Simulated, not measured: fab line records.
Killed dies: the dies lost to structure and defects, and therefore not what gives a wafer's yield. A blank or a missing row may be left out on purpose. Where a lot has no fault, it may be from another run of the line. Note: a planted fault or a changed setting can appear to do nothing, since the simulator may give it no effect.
A lot that was struck, set against a sound lot || flow sfq_line || 15 out of 325 route steps
Sound: wafers L241.1, L241.3, L241.4. Struck: wafers L249.3, L249.4, L249.5. The cause comes at the end.
Per side, at each step with rows, come the tool, then ch with its chambers, and then its first start. Under that, the readings that differ: sound wafers || struck wafers || difference of the means || sigmas: that difference in standard deviations of wafers without a fault.
alike: readings whose means differ by less than 2 such deviations, and words and numbers that are the same on both sides. not compared: withheld readings, readings that some wafer has no value for, bounds like >300 that may hide the same value, and numbers for which the record gives no deviation and whose values overlap.
Wherever a step has rows on one side only, a row that says differs or no value, or a row with sigmas, the two part there. When numbers do not overlap yet have no deviation, they are printed without sigmas and do not part them. A reading that every wafer of one side lacks parts them only if that side has two wafers or more.

first, 1 step without rows for these wafers: SFQ_TRILAYER_M2_STRIP_SOLV_CLEAN_062 (cleans in NMP, time 600 s).
SFQ_TRILAYER_I2_DEP_PECVD_063: deposits SiO2 from SiH4/N2O, time 111.11 s, target thk 500 nm.
  sound on pecvd-02 ch 0,1, day 41 09:19; struck on pecvd-03 ch 1,2, day 44 08:10
  alike: heater_power_w, throttle_valve_pct
SFQ_TRILAYER_I2_CMP_CMP_064: polishes SiO2.
  sound on cmp-01 ch 1,2,3, day 41 09:23; struck on cmp-02 ch 0,1,3, day 44 09:50
  alike: motor_current_A, time_to_endpoint_s
SFQ_I2_BOW_MEAS_917:
  sound: film_metro-04 at day 41 12:23; struck: film_metro-02 at day 44 11:52
  alike: I2_BOW
SFQ_TRILAYER_I2_METRO_MEASURE_065:
  sound: film_metro-04 at day 41 12:31; struck: film_metro-02 at day 44 12:21
  alike: thk_nm
then, 6 steps without rows for these wafers: SFQ_TRILAYER_I2_VIA_LITHO_COAT_072 (resist thk 62 nm); SFQ_TRILAYER_I2_VIA_LITHO_COAT_067 (resist thk 650 nm); SFQ_TRILAYER_I2_VIA_LITHO_SOFTBAKE_071; SFQ_TRILAYER_I2_VIA_LITHO_EXPOSE_068 (exposes mask I2, target cd 500 nm); SFQ_TRILAYER_I2_VIA_LITHO_PEB_070 (peb time 60 s); SFQ_TRILAYER_I2_VIA_LITHO_DEVELOP_069 (time 60 s).
-- the record jumps here: 6 days lie between the struck wafers' starts before and after --
SFQ_I2_OVL_MEAS_918:
  sound: overlay-02 at day 47 04:40; struck: overlay-01 at day 50 10:43
  alike: I2_OVL
SFQ_TRILAYER_I2_VIA_BARC_OPEN_VIA_ETCH_096: etches BARC in O2, target depth 125 nm, time 40.49 s.
  sound on rie_diel-02 ch 0,1,2, day 47 04:43; struck on rie_diel-04 ch 2,3, day 50 10:45
{"reading": "rf_fwd_power_W (W)", "sound": "494.5 492.7 497.2", "struck": "578.9 574.3 575.4", "difference": "+81.4", "sigmas": "+43"}
{"reading": "model.KrF_of_TRILAYER_I2_VIA_LITHO_COAT_067.thk_nm (nm)", "sound": "572.9 575.3 571.9", "struck": "566.8 567 565.9", "difference": -6.8, "sigmas": ""}
  alike: drypump_motor_current_A, oes_product_au
  not compared: rf_hours_counter_h
SFQ_TRILAYER_I2_VIA_ETCH_VIA_ETCH_070: etches SiO2 in CHF3, stops on Nb, target depth 260 nm.
  sound on rie_diel-02 ch 0,1,2, day 47 04:45; struck on rie_diel-04 ch 2,3, day 50 10:47
{"reading": "model.KrF_of_TRILAYER_I2_VIA_LITHO_COAT_067.thk_nm (nm)", "sound": "528.1 530.8 527", "struck": "523.2 522.4 521.5", "difference": -6.3, "sigmas": ""}
  alike: drypump_motor_current_A, oes_product_au, rf_fwd_power_W
SFQ_TRILAYER_I2_VIA_STRIP_STRIP_071: strips in O2.
  sound on rie_metal-01 ch 0,1, day 47 04:52; struck on rie_metal-01 ch 0,1, day 50 11:06
  alike: drypump_motor_current_A, oes_product_au
  not compared: rf_hours_counter_h

## WHERE THEY PART
Only at SFQ_TRILAYER_I2_VIA_BARC_OPEN_VIA_ETCH_096, within this record. Later steps at which nothing parts them and some readings are alike: SFQ_TRILAYER_I2_VIA_ETCH_VIA_ETCH_070, SFQ_TRILAYER_I2_VIA_STRIP_STRIP_071.

WHY: what the simulator had put in
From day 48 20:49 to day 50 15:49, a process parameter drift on rie_diel-04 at SFQ_TRILAYER_I2_VIA_BARC_OPEN_VIA_ETCH_096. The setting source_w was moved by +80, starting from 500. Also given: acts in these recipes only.
